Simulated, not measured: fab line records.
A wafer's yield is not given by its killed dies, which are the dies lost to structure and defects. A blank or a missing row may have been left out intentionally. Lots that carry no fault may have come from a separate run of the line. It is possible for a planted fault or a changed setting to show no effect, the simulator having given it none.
fab line records	flow sky130
record lots=6	wafers=18	last_day=49
route steps=708 shown METAL4@622 PAD_OPEN@708
lots that met no fault: taken from a fault-free run of the same line
start_h: the number of hours between the record's first day and the start of the first shown wafer of the lot	wait_h: time in hours since the lot's previous step	" identical to the entry in the row above	L1.1+2: a row that stands for several wafers	- either no value or no given start	* or withheld: withheld	< > ~ a bound
route shown NAME@n: names a module that has steps shown in the file, with the first one's number in the route	usual: average and standard deviation across the fault-free wafers	same: alike in all rows	chamber/n: place in a boat	sites: each site's reading	_std_site: the values' standard deviation	_edge_site: mean of outer sites minus mean of inner sites	radius_mm: how far each site lies from the wafer's centre	mask NAME#n: copy n	behind: the tool/chamber that last shaped the wafer	hold: the reason the lot was held/the length of the hold in hours/how it ended	device: transistor that didn't switch, given as n, p or np	end of line: tests of these same wafers at the route's end	a step given without rows: its recipe and nothing more	killed: dies lost to structure and defects at the first sort, not the wafer's yield	map: shows each die of a wafer: x if killed, . if not, _ if none is there
set.NAME: the setting as run; set.NAME@STEP: as run at that earlier step	model.NAME: the simulator's own value behind a step, which no gauge read
a table for each step, a row for each wafer; lots at some steps of the route
services: when a tool's chamber went out of use (start_h, in hours from the record's first day, below 0 if earlier), for how many hours, and the reason
## steps
# step SKY_METAL4_HMDS_06
# recipe prime_time_s=60	prime_temp_c=120
# step SKY_METAL4_COAT_07
# recipe resist=BARC	temp_c=withheld	time_s=withheld	spin_rpm=3000	resist_thk_nm=60
# step SKY_METAL4_COAT_08
# recipe resist=KrF-thick	spin_rpm=3000	resist_thk_nm=1140
# step SKY_METAL4_SOFTBAKE_09
# recipe temp_c=100	time_s=90	resist=KrF-thick
# step SKY_METAL4_EXPOSE_10
# recipe mask_id=MM4	na=0.68	source_shape=annular	sigma_inner=0.4	sigma_outer=0.8	target_cd_nm=300	dose_mj=28
# step SKY_METAL4_PEB_11
# recipe peb_temp_c=withheld	peb_time_s=withheld	resist=KrF-thick
# step SKY_METAL4_DEVELOP_12
# recipe develop_time_s=60	resist=KrF-thick	dev_temp_c=21
# step SKY_METAL4_CD_MEAS_13
# recipe target_cd_nm=300
# usual cd_nm=300.1/1.5
lot.wafer	tool	chamber	start_h	wait_h	cd_nm
L183.3	cd_sem-01	-	1015.51	-	303.0
L183.5	"	-	"	"	303.2
L183.6	"	-	"	"	302.7
L189.1	cd_sem-01	-	1056.01	-	300.1
L189.2	"	-	"	"	300.2
L189.6	"	-	"	"	300.1
L190.3	cd_sem-01	-	1063.87	-	300.6
L190.5	"	-	"	"	299.9
L190.6	"	-	"	"	299.9
L193.2	cd_sem-01	-	1080.93	-	301.1
L193.4	"	-	"	"	300.8
L193.6	"	-	"	"	299.5
L194.3	cd_sem-02	-	1085.37	-	302.4
L194.4	"	-	"	"	303.1
L194.6	"	-	"	"	302.8
L198.1	cd_sem-02	-	1110.83	-	297.9
L198.2	"	-	"	"	297.3
L198.6	"	-	"	"	295.9
# step SKY_METAL4_OVL_MEAS_14
# usual METAL4_OVL=0/6.2
lot.wafer	tool	chamber	start_h	wait_h	METAL4_OVL[nm]
L183.3	overlay-02	-	1015.61	0.1	-6
L183.5	"	-	"	"	-3
L183.6	"	-	"	"	2
L189.1	overlay-01	-	1056.13	0.1	10
L189.2	"	-	"	"	3
L189.6	"	-	"	"	-1
L190.3	overlay-02	-	1063.97	0.1	-5
L190.5	"	-	"	"	-5
L190.6	"	-	"	"	-5
L193.2	overlay-02	-	1081.04	0.1	0
L193.4	"	-	"	"	-4
L193.6	"	-	"	"	-2
L194.3	overlay-02	-	1085.47	0.1	-4
L194.4	"	-	"	"	3
L194.6	"	-	"	"	2
L198.1	overlay-01	-	1110.95	0.1	-5
L198.2	"	-	"	"	3
L198.6	"	-	"	"	-1
# step SKY_METAL4_DESCUM_15
# recipe chemistry=O2	source_power_w=150	bias_power_w=0	pressure_mtorr=10	temp_c=40	time_s=8
# usual drypump_motor_current_A=5.3/0.49	oes_product_au=1.004/0.0084
lot.wafer	tool	chamber	start_h	wait_h	drypump_motor_current_A	oes_product_au	rf_hours_counter_h
L183.3	rie_metal-04	1	1015.64	0.0	4.7	1.001	-
L183.5	"	0	"	"	4.9	1.001	-
L183.6	"	1	"	"	4.7	0.991	-
L189.1	rie_metal-04	0	1056.17	0.0	4.9	0.988	18
L189.2	"	1	"	"	4.7	0.999	16
L189.6	"	0	"	"	4.9	0.987	-
L190.3	rie_metal-04	1	1064.00	0.0	4.7	1.001	-
L190.5	"	0	"	"	4.9	0.999	-
L190.6	"	1	"	"	4.7	1.009	-
L193.2	rie_metal-04	0	1081.07	0.0	4.9	1.007	20
L193.4	"	0	"	"	4.9	1.000	-
L193.6	"	1	"	"	4.7	1.002	-
L194.3	rie_metal-04	0	1085.50	0.0	4.9	0.996	-
L194.4	"	1	"	"	4.7	1.006	-
L194.6	"	0	"	"	4.9	1.007	-
L198.1	rie_metal-02	1	1110.99	0.0	5.9	1.022	20
L198.2	"	0	"	"	5.3	1.003	13
L198.6	"	0	"	"	5.3	0.991	-
# step SKY_METAL4_ETCH_16
# recipe chemistry=N2/H2	target=BARC	ion_energy_ev=200	bias_w=100	pressure_mtorr=30	n2_flow_sccm=100	h2_flow_sccm=200	icp_w=500	stop_on=SiO2	time_s=88.2	target_depth_a=600
# usual drypump_motor_current_A=5.3/0.49	oes_product_au=0.625/0.005	throttle_valve_pct=13.206/0.0096
lot.wafer	tool	chamber	start_h	wait_h	drypump_motor_current_A	oes_product_au	rf_hours_counter_h	throttle_valve_pct
L183.3	rie_metal-04	1	1015.69	0.0	4.7	0.628	-	13.192
L183.5	"	0	"	"	4.9	0.630	-	13.226
L183.6	"	1	"	"	4.6	0.626	-	13.196
L189.1	rie_metal-04	0	1056.20	0.0	4.9	0.626	18	13.202
L189.2	"	1	"	"	4.7	0.627	16	13.192
L189.6	"	0	"	"	4.9	0.628	-	13.205
L190.3	rie_metal-04	1	1064.05	0.0	4.7	0.630	-	13.211
L190.5	"	0	"	"	4.9	0.632	-	13.190
L190.6	"	1	"	"	4.7	0.627	-	13.219
L193.2	rie_metal-04	0	1081.10	0.0	4.9	0.625	20	13.197
L193.4	"	0	"	"	4.9	0.630	-	13.195
L193.6	"	1	"	"	4.7	0.632	-	13.202
L194.3	rie_metal-04	0	1085.56	0.0	4.9	0.622	-	13.195
L194.4	"	1	"	"	4.6	0.630	-	13.211
L194.6	"	0	"	"	5.0	0.626	-	13.197
L198.1	rie_metal-02	1	1111.02	0.0	5.9	0.620	20	13.214
L198.2	"	0	"	"	5.3	0.630	13	13.216
L198.6	"	0	"	"	5.3	0.630	-	13.223
# step SKY_METAL4_ETCH_17
# recipe target=SiO2	stop_on=TiN	chemistry=C4F8/O2/Ar	source_w=1500	bias_w=1200	pressure_mtorr=40	c4f8_flow_sccm=withheld	O2_flow_sccm=6	Ar_flow_sccm=300	time_s=3.9	target_depth_a=150
# usual oes_product_au=0.752/0.008
lot.wafer	tool	chamber	start_h	wait_h	oes_product_au	rf_hours_counter_h
L183.3	rie_diel-04	0	1015.76	0.0	0.756	13
L183.5	"	1	"	"	0.748	-
L183.6	"	2	"	"	0.758	-
L189.1	rie_diel-02	3	1056.30	0.1	0.745	6
L189.2	"	0	"	"	0.752	14
L189.6	"	3	"	"	0.757	-
L190.3	rie_diel-04	3	1064.12	0.0	0.752	13
L190.5	"	0	"	"	0.749	-
L190.6	"	3	"	"	0.752	-
L193.2	rie_diel-01	3	1081.20	0.1	0.742	21
L193.4	"	3	"	"	0.764	-
L193.6	"	2	"	"	0.751	-
L194.3	rie_diel-02	2	1085.62	0.0	0.765	0
L194.4	"	2	"	"	0.770	-
L194.6	"	0	"	"	0.769	-
L198.1	rie_diel-02	2	1111.12	0.1	0.750	1
L198.2	"	1	"	"	0.758	19
L198.6	"	1	"	"	0.762	-
# step SKY_METAL4_METAL_ETCH_18
# recipe target_depth_a=8450	stop_on=SiO2	over_etch_frac=0.3	time_s=183.1	chemistry=Cl2/BCl3	resist_sidewall_deg=88	pressure_mtorr=10	icp_w=900	bias_w=48.5	Cl2_flow_sccm=60	bcl3_flow_sccm=30
# usual bcl3_flow_sccm=29.99/0.091	drypump_motor_current_A=5.4/0.46	oes_product_au=0.865/0.0066	over_etch_frac=0.3/0	throttle_valve_pct=22.264/0.01
lot.wafer	tool	chamber	start_h	wait_h	bcl3_flow_sccm	drypump_motor_current_A	oes_product_au	over_etch_frac	rf_hours_counter_h	throttle_valve_pct	model.KrF-thick_of_METAL4_COAT_08.thk_nm	model.METAL4.cd_nm	model.SiO2_of_VIA3_HDPCVD_00.thk_nm
L183.3	rie_metal-02	1	1015.84	0.1	30.10	5.9	0.874	0.3	-	22.282	524.2	304.5	435.5
L183.5	"	1	"	"	29.93	5.9	0.863	0.3	-	22.265	516.9	300.5	434.4
L183.6	"	0	"	"	30.04	5.3	0.867	0.3	-	22.259	516.3	303.9	435
L189.1	rie_metal-02	1	1056.31	0.0	30.13	5.9	0.873	0.3	15	22.246	526.7	300.5	437.2
L189.2	"	0	"	"	29.96	5.3	0.805	0.48359	9	22.275	456.7	291.4	432.2
L189.6	"	1	"	"	30.06	5.9	0.856	0.3	-	22.265	526.3	301.5	435.1
L190.3	rie_metal-02	1	1064.20	0.1	30.11	5.9	0.864	0.3	-	22.265	510.5	301.3	434
L190.5	"	1	"	"	30.02	5.9	0.859	0.3	-	22.267	517.8	299.7	433.2
L190.6	"	0	"	"	29.94	5.3	0.804	0.48359	-	22.277	435.6	285.7	432.5
L193.2	rie_metal-01	0	1081.21	0.0	30.16	6.0	0.875	0.3	3	22.270	521.5	303.4	436.4
L193.4	"	0	"	"	30.10	6.0	0.865	0.3	-	22.266	521.3	303.3	434.5
L193.6	"	0	"	"	30.07	6.0	0.870	0.3	-	22.268	521.9	301.6	436.5
L194.3	rie_metal-01	1	1085.70	0.1	30.01	5.0	0.862	0.3	-	22.266	523.9	302.8	434.9
L194.4	"	0	"	"	29.91	6.0	0.866	0.3	-	22.277	520.8	303	434.4
L194.6	"	1	"	"	30.08	5.0	0.858	0.3	-	22.268	527.3	304.4	435.1
L198.1	rie_metal-04	1	1111.14	0.0	30.01	4.7	0.867	0.3	20	22.242	524.2	301.4	436.2
L198.2	"	0	"	"	29.86	5.0	0.861	0.3	21	22.270	527.4	297.3	436.8
L198.6	"	1	"	"	30.12	4.7	0.865	0.3	-	22.275	526	294.8	435.8
# step SKY_METAL4_STRIP_19
# recipe chemistry=O2/N2	power_w=1400	pressure_mtorr=1500	platen_temp_c=withheld	o2_flow_sccm=3000	n2_flow_sccm=300	overash_fraction=0.5
# usual drypump_motor_current_A=5.3/0.36	oes_product_au=0.501/0.0054	strip_time_to_endpoint_s=6.50/0.073
lot.wafer	tool	chamber	start_h	wait_h	drypump_motor_current_A	oes_product_au	rf_hours_counter_h	strip_time_to_endpoint_s
L183.3	plasma_asher-03	0	1015.99	0.1	5.5	0.493	-	6.52
L183.5	"	0	"	"	5.5	0.504	-	6.43
L183.6	"	1	"	"	5.3	0.495	-	6.43
L189.1	plasma_asher-01	0	1056.49	0.1	4.9	0.500	32	6.53
L189.2	"	1	"	"	5.1	0.462	32	5.82
L189.6	"	1	"	"	5.1	0.507	-	6.52
L190.3	plasma_asher-03	0	1064.35	0.1	5.5	0.490	-	6.37
L190.5	"	1	"	"	5.3	0.494	-	6.43
L190.6	"	0	"	"	5.5	0.462	-	5.61
L193.2	plasma_asher-01	1	1081.39	0.1	5.1	0.502	34	6.48
L193.4	"	0	"	"	4.9	0.497	-	6.48
L193.6	"	1	"	"	5.1	0.496	-	6.48
L194.3	plasma_asher-04	1	1085.85	0.1	4.7	0.500	-	6.51
L194.4	"	0	"	"	5.9	0.499	-	6.48
L194.6	"	1	"	"	4.7	0.504	-	6.55
L198.1	plasma_asher-03	1	1111.32	0.1	5.3	0.506	4	6.51
L198.2	"	0	"	"	5.5	0.498	4	6.52
L198.6	"	1	"	"	5.4	0.504	-	6.52
# step SKY_METAL4_STRIP_20
# recipe chemistry=post_etch_residue_remover	time_s=1200	temp_c=72.5
# step SKY_PAD_OPEN_PROBE_99
# usual defect_limited_yield=83.0/2	killed_at_M0_to_M3=43/7.1	killed_at_M4_up=3.1/1.7	killed_at_contacts=23/5.1	killed_at_front_end=14/4.4	killed_at_other=0.3/0.47	killed_dies=84/9.9	killed_open=45/6.6	killed_short=38/6.8	sort_bin_3_pad_short=0.8/0.4	sort_bin_5_function=10.1/1.4	sort_bin_6_memory=6.1/1.2	sort_n_pass=408/9.9	sort_yield_pct=83.0/2
# same gross_dies=492	killed_at_back_side=0	sort_bin_4_leakage[%]=0	sort_bin_8_speed[%]=0
lot.wafer	tool	chamber	start_h	wait_h	defect_limited_yield[%]	killed_at_M0_to_M3	killed_at_M4_up	killed_at_contacts	killed_at_front_end	killed_at_other	killed_dies	killed_open	killed_short	sort_bin_3_pad_short[%]	sort_bin_5_function[%]	sort_bin_6_memory[%]	sort_n_pass	sort_yield_pct[%]	model.etest.met4.width_nm	model.etest.met4.line_ohm_um
L183.3	prober-01	-	1108.37	0.2	84.6	42	2	22	10	0	76	38	38	1.2	9.8	4.5	416	84.6	304.9	0.139
L183.5	prober-01	-	1108.47	0.2	81.7	51	4	18	17	0	90	49	41	1.0	9.8	7.5	402	81.7	300.2	0.1421
L183.6	prober-01	-	1108.52	0.2	81.1	45	4	25	19	0	93	50	43	0.8	9.6	8.5	399	81.1	303.9	0.1403
L189.1	prober-02	-	1143.80	0.1	80.3	52	3	23	19	0	97	58	39	0.8	11.8	7.1	395	80.3	302.4	0.1428
L189.2	prober-02	-	1143.85	0.1	81.9	46	3	31	9	0	89	52	37	1.0	10.4	6.7	403	81.9	292.6	0.1479
L189.6	prober-02	-	1144.05	0.2	81.3	51	1	28	12	0	92	49	43	0.6	12.0	6.1	400	81.3	304.1	0.1403
L190.3	prober-01	-	1149.77	0.2	84.8	38	2	20	15	0	75	49	26	0.6	10.6	4.1	417	84.8	302.1	0.1435
L190.5	prober-01	-	1149.87	0.2	80.3	56	3	22	15	1	97	49	48	1.0	13.8	4.9	395	80.3	300.5	0.1468
L190.6	prober-01	-	1149.92	0.2	85.8	33	4	26	6	1	70	34	36	0.8	7.7	5.7	422	85.8	285.8	0.1503
L193.2	prober-02	-	1165.43	0.1	83.5	35	2	31	13	0	81	48	33	0.4	8.9	7.1	411	83.5	302.7	0.1406
L193.4	prober-02	-	1165.53	0.2	84.3	36	4	29	8	0	77	40	37	2.0	7.9	5.7	415	84.3	304.2	0.1389
L193.6	prober-02	-	1165.63	0.2	81.7	55	4	17	14	0	90	43	47	0.8	10.6	6.9	402	81.7	301	0.1391
L194.3	prober-01	-	1168.01	0.2	81.1	53	3	29	8	0	93	50	43	1.4	8.9	8.5	399	81.1	302.8	0.1421
L194.4	prober-01	-	1168.06	0.2	81.9	44	4	27	14	0	89	48	41	1.2	10.0	6.9	403	81.9	302.7	0.1405
L194.6	prober-01	-	1168.16	0.2	81.9	40	4	29	15	1	89	48	41	1.0	10.8	6.3	403	81.9	308.7	0.1405
L198.1	prober-01	-	1187.05	0.1	86.0	34	5	13	16	1	69	42	27	0.6	9.1	4.3	423	86.0	303.7	0.142
L198.2	prober-01	-	1187.10	0.1	87.8	32	5	13	10	0	60	27	33	0.8	8.1	3.3	432	87.8	295.3	0.1471
L198.6	prober-01	-	1187.30	0.2	86.0	32	6	18	12	1	69	41	28	0.2	9.1	4.7	423	86.0	295.4	0.1457
# killed by level:class
L183.3 CONTACT:geometric_particle:open=9 METAL1:geometric_particle:short=8 METAL2:geometric_particle:short=7 VIA2:geometric_particle:open=6 VIA1:geometric_particle:open=6 CONTACT:geometric_particle:short=5 VIA3:geometric_particle:open=4 FIELD_ISO:geometric_particle:open=3
L183.5 VIA1:geometric_particle:open=12 VIA3:geometric_particle:open=8 FIELD_ISO:geometric_particle:short=7 VIA1:geometric_particle:short=7 VIA2:geometric_particle:open=7 CONTACT:geometric_particle:short=6 FIELD_ISO:geometric_particle:open=6 LI_CONTACT:geometric_particle:open=6
L183.6 LI_CONTACT:geometric_particle:open=9 VIA1:geometric_particle:open=9 CONTACT:geometric_particle:open=7 METAL1:geometric_particle:short=7 VIA2:geometric_particle:open=7 POLY_GATE:geometric_particle:short=6 FIELD_ISO:geometric_particle:short=5 CONTACT:geometric_particle:short=5
L189.1 VIA1:geometric_particle:open=19 CONTACT:geometric_particle:open=10 METAL1:geometric_particle:short=8 POLY_GATE:geometric_particle:open=6 LI_CONTACT:geometric_particle:open=6 POLY_GATE:geometric_particle:short=5 METAL2:geometric_particle:short=5 FIELD_ISO:geometric_particle:open=4
L189.2 CONTACT:geometric_particle:open=16 VIA3:geometric_particle:open=9 LI_CONTACT:geometric_particle:open=7 VIA1:geometric_particle:open=7 VIA2:geometric_particle:open=7 CONTACT:geometric_particle:short=5 METAL3:geometric_particle:short=5 VIA3:geometric_particle:short=4
L189.6 VIA1:geometric_particle:open=14 CONTACT:geometric_particle:open=11 VIA3:geometric_particle:open=9 LOCAL_INTERCONNECT:geometric_particle:short=7 VIA2:geometric_particle:open=6 LI_CONTACT:geometric_particle:open=5 VIA1:geometric_particle:short=5 POLY_GATE:geometric_particle:short=4
L190.3 VIA1:geometric_particle:open=11 LI_CONTACT:geometric_particle:open=10 FIELD_ISO:geometric_particle:open=5 CONTACT:geometric_particle:open=5 METAL1:geometric_particle:short=4 METAL3:geometric_particle:short=4 VIA3:geometric_particle:open=4 POLY_GATE:geometric_particle:short=3
L190.5 VIA1:geometric_particle:open=11 METAL2:geometric_particle:short=11 CONTACT:geometric_particle:open=10 METAL3:geometric_particle:short=6 VIA2:geometric_particle:open=6 VIA1:geometric_particle:short=5 VIA3:geometric_particle:open=5 FIELD_ISO:geometric_particle:short=4
L190.6 CONTACT:geometric_particle:open=9 VIA1:geometric_particle:open=8 METAL2:geometric_particle:short=7 LI_CONTACT:geometric_particle:open=6 CONTACT:geometric_particle:short=4 METAL1:geometric_particle:short=4 METAL4:geometric_particle:short=4 LOCAL_INTERCONNECT:geometric_particle:short=3
L193.2 LI_CONTACT:geometric_particle:open=13 CONTACT:geometric_particle:open=12 METAL2:geometric_particle:short=8 METAL3:geometric_particle:short=4 VIA1:geometric_particle:open=4 VIA3:geometric_particle:open=4 FIELD_ISO:geometric_particle:short=3 POLY_GATE:geometric_particle:short=3
L193.4 CONTACT:geometric_particle:open=11 VIA2:geometric_particle:open=8 LI_CONTACT:geometric_particle:open=7 VIA3:geometric_particle:open=6 CONTACT:geometric_particle:short=5 METAL1:geometric_particle:short=5 LOCAL_INTERCONNECT:geometric_particle:short=4 VIA3:geometric_particle:short=4
L193.6 METAL1:geometric_particle:short=9 VIA2:geometric_particle:open=9 VIA1:geometric_particle:open=7 VIA2:geometric_particle:short=7 CONTACT:geometric_particle:open=6 LI_CONTACT:geometric_particle:open=5 VIA1:geometric_particle:short=5 FIELD_ISO:geometric_particle:short=4
L194.3 CONTACT:geometric_particle:open=13 VIA1:geometric_particle:open=13 VIA1:geometric_particle:short=7 LI_CONTACT:geometric_particle:open=6 VIA2:geometric_particle:open=6 METAL3:geometric_particle:short=5 VIA3:geometric_particle:open=5 LI_CONTACT:geometric_particle:short=4
L194.4 VIA1:geometric_particle:open=12 LI_CONTACT:geometric_particle:open=7 CONTACT:geometric_particle:short=7 CONTACT:geometric_particle:open=6 METAL1:geometric_particle:short=5 VIA3:geometric_particle:open=5 METAL3:geometric_particle:short=5 POLY_GATE:geometric_particle:open=4
L194.6 CONTACT:geometric_particle:open=12 VIA1:geometric_particle:open=8 CONTACT:geometric_particle:short=7 VIA3:geometric_particle:open=6 LI_CONTACT:geometric_particle:open=5 POLY_GATE:geometric_particle:open=5 METAL2:geometric_particle:short=5 VIA1:geometric_particle:short=5
L198.1 VIA1:geometric_particle:open=10 VIA3:geometric_particle:open=6 FIELD_ISO:geometric_particle:open=4 LI_CONTACT:geometric_particle:open=4 METAL4:geometric_particle:short=4 METAL2:geometric_particle:short=4 VIA2:geometric_particle:short=4 FIELD_ISO:geometric_particle:short=3
L198.2 VIA1:geometric_particle:open=6 VIA3:geometric_particle:short=5 VIA1:geometric_particle:short=5 VIA3:geometric_particle:open=4 LOCAL_INTERCONNECT:geometric_particle:short=4 CONTACT:geometric_particle:open=4 METAL4:geometric_particle:short=4 VIA2:geometric_particle:short=4
L198.6 VIA1:geometric_particle:open=12 CONTACT:geometric_particle:open=6 METAL1:geometric_particle:short=6 VIA3:geometric_particle:open=6 LOCAL_INTERCONNECT:geometric_particle:short=5 METAL4:geometric_particle:short=5 FIELD_ISO:geometric_particle:open=4 POLY_GATE:geometric_particle:open=3
## services
tool	chamber	start_h	hours	kind
rie_metal-04	-	991.72	2.8	pm
rie_diel-02	-	1003.04	15.6	pm
rie_metal-01	0	1004.23	-	clean
rie_metal-01	0	1004.23	26.7	scheduled_down
rie_metal-01	0	1004.23	26.7	vent_cycle
rie_metal-01	0	1032.29	6.4	repair
rie_diel-02	0	1052.24	3.3	repair
rie_diel-01	0	1054.67	-	clean
rie_diel-01	0	1054.67	18.7	scheduled_down
rie_diel-01	0	1054.67	18.7	vent_cycle
plasma_asher-03	-	1055.25	9.0	pm
plasma_asher-03	0	1055.25	9.0	vent_cycle
plasma_asher-03	1	1055.25	9.0	vent_cycle
plasma_asher-03	0	1064.25	-	clean
plasma_asher-03	1	1064.25	-	clean
rie_diel-02	2	1069.66	-	clean
rie_diel-02	2	1069.66	15.5	scheduled_down
rie_diel-02	2	1069.66	15.5	vent_cycle
rie_diel-01	1	1073.37	-	clean
rie_diel-01	1	1073.37	17.8	scheduled_down
plasma_asher-03	-	1079.78	0.3	repair
rie_diel-02	3	1080.82	4.8	repair
plasma_asher-03	-	1089.65	1.3	repair
rie_diel-04	2	1105.82	5.4	repair
## key
first_sign step=SKY_METAL4_METAL_ETCH_18	reading=over_etch_frac	direction=up	sigmas=99+	usual=0.3	struck=0.48359
effect step=SKY_METAL4_METAL_ETCH_18	reading=oes_product_au	direction=down	sigmas=9.1	usual=0.865	struck=0.805
effect step=SKY_METAL4_STRIP_19	reading=strip_time_to_endpoint_s	direction=down	sigmas=11	usual=*	struck=*
model_effect step=SKY_METAL4_METAL_ETCH_18	value=KrF-thick_of_METAL4_COAT_08.thk_nm	without=524	struck=446.1
model_effect step=SKY_PAD_OPEN_PROBE_99	value=etest.met4.width_nm	without=297.7	struck=289.2
met_at SKY_METAL4_METAL_ETCH_18
struck_wafers L189.2,L190.6
onset_between 1015.84 1056.31
fault kind=process_parameter_drift	tool=rie_metal-02	chamber=0	onset_h=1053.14	steps=SKY_METAL4_METAL_ETCH_18	channel=over_etch_frac	offset=0.18359	shape=step	end_h=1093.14	acts_in=these_recipes_only	stated=0.3
